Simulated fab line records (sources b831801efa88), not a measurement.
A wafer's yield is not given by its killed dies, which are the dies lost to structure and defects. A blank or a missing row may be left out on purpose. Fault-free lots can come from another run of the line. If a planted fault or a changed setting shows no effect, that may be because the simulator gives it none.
Matching of chambers / flow sky130 / SKY_VIA2_CMP_24 on cmp-01: 4 sister chambers
The step polishes, stops on SiO2, t overpolish 20 s, target thk 0 nm. 8 wafers are shown with their chamber, then 12 later ones without.

WAFERS PAIRED WITH THEIR CHAMBERS
wafer=L086.1; chamber=3; motor current A (A)=11.8; time to endpoint s (s)=102
wafer=L086.4; chamber=2; motor current A (A)=11.4; time to endpoint s (s)=98
wafer=L087.3; chamber=0; motor current A (A)=11.2; time to endpoint s (s)=99
wafer=L087.4; chamber=1; motor current A (A)=11.5; time to endpoint s (s)=102
wafer=L087.6; chamber=0; motor current A (A)=11.6; time to endpoint s (s)=97
wafer=L089.1; chamber=1; motor current A (A)=11.1; time to endpoint s (s)=105
wafer=L089.2; chamber=2; motor current A (A)=12.0; time to endpoint s (s)=99
wafer=L089.4; chamber=3; motor current A (A)=12.1; time to endpoint s (s)=105

WAFERS WITH NO CHAMBER GIVEN
wafer=L092.1; motor current A (A)=10.9; time to endpoint s (s)=96
wafer=L092.3; motor current A (A)=11.7; time to endpoint s (s)=94
wafer=L092.4; motor current A (A)=11.2; time to endpoint s (s)=100
wafer=L094.2; motor current A (A)=11.6; time to endpoint s (s)=103
wafer=L094.4; motor current A (A)=11.7; time to endpoint s (s)=101
wafer=L094.6; motor current A (A)=12.3; time to endpoint s (s)=104
wafer=L093.4; motor current A (A)=12.2; time to endpoint s (s)=102
wafer=L093.5; motor current A (A)=12.2; time to endpoint s (s)=106
wafer=L093.6; motor current A (A)=10.8; time to endpoint s (s)=101
wafer=L097.3; motor current A (A)=12.0; time to endpoint s (s)=100
wafer=L097.4; motor current A (A)=10.1; time to endpoint s (s)=102
wafer=L097.5; motor current A (A)=11.9; time to endpoint s (s)=102

CHAMBER TAKEN BY EACH
wafer=L092.1; from the rows above=can't be placed: 0 or 2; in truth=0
wafer=L092.3; from the rows above=can't be placed: 0 or 2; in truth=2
wafer=L092.4; from the rows above=can't be placed: 0 or 2 or 1 or 3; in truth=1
wafer=L094.2; from the rows above=can't be placed: 1 or 3 or 2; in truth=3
wafer=L094.4; from the rows above=can't be placed: 2 or 3 or 1 or 0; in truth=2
wafer=L094.6; from the rows above=3; in truth=3
wafer=L093.4; from the rows above=can't be placed: 3 or 2 or 1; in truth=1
wafer=L093.5; from the rows above=can't be placed: 3 or 1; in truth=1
wafer=L093.6; from the rows above=can't be placed: 1 or 0 or 2 or 3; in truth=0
wafer=L097.3; from the rows above=can't be placed: 2 or 3 or 0 or 1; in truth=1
wafer=L097.4; from the rows above=can't be placed: 1 or 0 or 2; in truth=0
wafer=L097.5; from the rows above=can't be placed: 3 or 1 or 2 or 0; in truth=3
Placed correctly: 1 of 12. Can't be placed from these rows: 11 (the true chamber is among the candidates in 11). Number placed wrongly: 0.
How it was worked out, from the rows above alone: a wafer's distance from a chamber is the root of the sum, over the readings, of the square of ((its reading less the chamber's mean) divided by the reading's scatter). If the next closest chamber is less than 2 further off than the closest, the wafer can't be placed; otherwise it belongs to the closest. The mean given for a chamber averages the wafers shown for that chamber. The scatter is the square root of a quotient: the sum, over the shown wafers, of each reading's squared deviation from its chamber's mean, divided by wafers minus chambers.
